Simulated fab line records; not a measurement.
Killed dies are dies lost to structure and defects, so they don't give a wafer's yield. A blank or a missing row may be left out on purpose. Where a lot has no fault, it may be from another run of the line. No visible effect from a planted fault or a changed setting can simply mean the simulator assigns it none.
Which tool was responsible?    flow gf180mcu    13 lots with 39 wafers sampled at 4 steps, on a route of 602 steps

== WHAT THE GAUGES READ, wafer by wafer ==
GF_STI_THK_MEAS_22.
lot   measured     on             STI_OXIDATION_01_THK (nm)
L648  day 2 03:39  film_metro-04  15.00 14.81 15.10
L650  day 2 13:28  film_metro-03  14.78 14.93 15.07
L651  day 2 20:10  film_metro-04  14.61 14.87 14.73
L652  day 3 00:28  film_metro-03  15.07 14.91 15.07
L653  day 3 05:49  film_metro-02  15.13 15.15 14.92
L655  day 3 15:55  film_metro-02  15.35 14.98 15.37
L656  day 3 20:51  film_metro-04  14.45 14.62 14.56
L657  day 4 00:52  film_metro-02  14.78 14.49 14.51
L658  day 4 08:19  film_metro-02  14.97 14.73 14.86
L659  day 4 12:22  film_metro-03  14.40 14.62 14.65
L660  day 4 16:28  film_metro-02  14.43 14.64 14.56
L661  day 4 22:28  film_metro-02  15.06 15.14 14.91
L662  day 5 02:50  film_metro-02  15.72 15.44 15.42

GF_DUAL_GATE_THK_MEAS_03.
lot   measured      on             DUAL_GATE_OXIDATION_00_THK (nm)
L648  day 7 14:48   film_metro-04  10.97 10.91 11.12
L650  day 8 02:18   film_metro-04  10.68 11.04 10.98
L651  day 8 14:38   film_metro-04  11.07 10.85 11.00
L652  day 8 22:05   film_metro-04  10.79 10.69 10.75
L653  day 9 07:46   film_metro-04  10.86 10.96 10.89
L655  day 9 20:01   film_metro-04  10.86 10.80 11.01
L656  day 9 20:02   film_metro-03  10.52 10.85 10.81
L657  day 10 04:55  film_metro-02  10.62 10.53 10.74
L658  day 10 12:22  film_metro-02  10.61 10.60 10.61
L659  day 10 19:17  film_metro-03  10.21 10.24 10.29
L660  day 11 02:17  film_metro-04  9.87 9.93 9.83 9.87 9.90 9.82
L661  day 11 10:32  film_metro-02  10.32 10.24 10.16 10.35 10.17 10.13
L662  day 11 10:32  film_metro-04  10.17 10.04 10.23 10.15 10.04 10.19

GF_CONTACT_OVL_MEAS_15.
lot   measured      on          CONTACT_OVL (nm)
L648  day 16 00:33  overlay-02  8 -1 -1
L650  day 16 11:24  overlay-01  0 8 2
L651  day 17 04:23  overlay-02  -1 6 5
L652  day 17 20:27  overlay-02  4 -2 2
L653  day 18 10:07  overlay-01  -6 -2 -5
L655  day 19 19:09  overlay-01  -6 4 3
L656  day 19 19:40  overlay-02  4 0 9
L657  day 19 18:54  overlay-02  7 7 8
L658  day 20 14:58  overlay-01  -1 1 0
L659  day 20 18:37  overlay-02  -5 -2 4
L660  day 20 18:49  overlay-02  3 7 8
L661  day 21 04:22  overlay-01  4 8 6
L662  day 21 02:48  overlay-02  -5 -4 1

== WHAT TOOL EACH LOT RAN ON (gives the tool, then ch and the chambers of the sampled wafers, and finally the start) ==
lot   GF_DUAL_GATE_OXIDATION_02
L648  furnace-01 ch 0, day 7 13:22
L650  furnace-02 ch 0, day 8 00:51
L651  furnace-02 ch 0, day 8 13:10
L652  furnace-02 ch 0, day 8 20:39
L653  furnace-02 ch 0, day 9 06:19
L655  furnace-02 ch 0, day 9 18:34
L656  furnace-02 ch 0, day 9 18:34
L657  furnace-01 ch 0, day 10 03:28
L658  furnace-01 ch 0, day 10 10:55
L659  furnace-01 ch 0, day 10 17:50
L660  furnace-01 ch 0, day 11 00:49
L661  furnace-01 ch 0, day 11 09:05
L662  furnace-01 ch 0, day 11 09:05
- GF_DUAL_GATE_OXIDATION_02: stabilise 600 s, purge 300 s, target thk 10.887 nm.

== AS READ BY THE TOOLS THEMSELVES (means over the sampled wafers that have a number; for cases with no such wafer, the mark the record gives instead) ==
GF_DUAL_GATE_OXIDATION_02.
lot   tool        spike_tc_lower_C (C)  spike_tc_upper_C (C)  zone_power_top_pct (%)
L648  furnace-01  900.0                 898.4                 33.3
L650  furnace-02  899.8                 901.0                 33.6
L651  furnace-02  900.7                 901.0                 33.4
L652  furnace-02  901.1                 901.1                 33.6
L653  furnace-02  899.6                 901.7                 33.3
L655  furnace-02  899.9                 900.3                 33.7
L656  furnace-02  901.0                 900.8                 33.3
L657  furnace-01  900.4                 898.4                 33.1
L658  furnace-01  900.6                 898.0                 33.4
L659  furnace-01  900.6                 898.7                 33.3
L660  furnace-01  900.9                 897.8                 33.1
L661  furnace-01  901.1                 899.0                 32.8
L662  furnace-01  901.0                 898.9                 33.1

== THE ANSWER, worked out from the rows above alone ==
Rule: usual is defined by the lots themselves. Put in order of their means at a reading, lots are off if they are a third of the lots or fewer, leave a main group of 4 or more, and stand apart from it by a gap of 3 or more times the standard deviation of the main group's means; of several such gaps the widest counts. If all means in a main group match to the digits the tables above print for the reading, that group is not used. A lot without any number at a reading at which 4 lots or more have one is off too. All remaining lots with rows at the step are treated as sound. After the gauges, taken in route order, come the tools' own readings; for these a lot's mean is taken, as printed above. At the first step where some lot is off, the reading lying furthest off is the one used; lots without a number count as furthest.
Nothing can be told from this: no lot is off at any reading shown.

== WHAT HAD BEEN PUT IN BY THE SIMULATOR ==
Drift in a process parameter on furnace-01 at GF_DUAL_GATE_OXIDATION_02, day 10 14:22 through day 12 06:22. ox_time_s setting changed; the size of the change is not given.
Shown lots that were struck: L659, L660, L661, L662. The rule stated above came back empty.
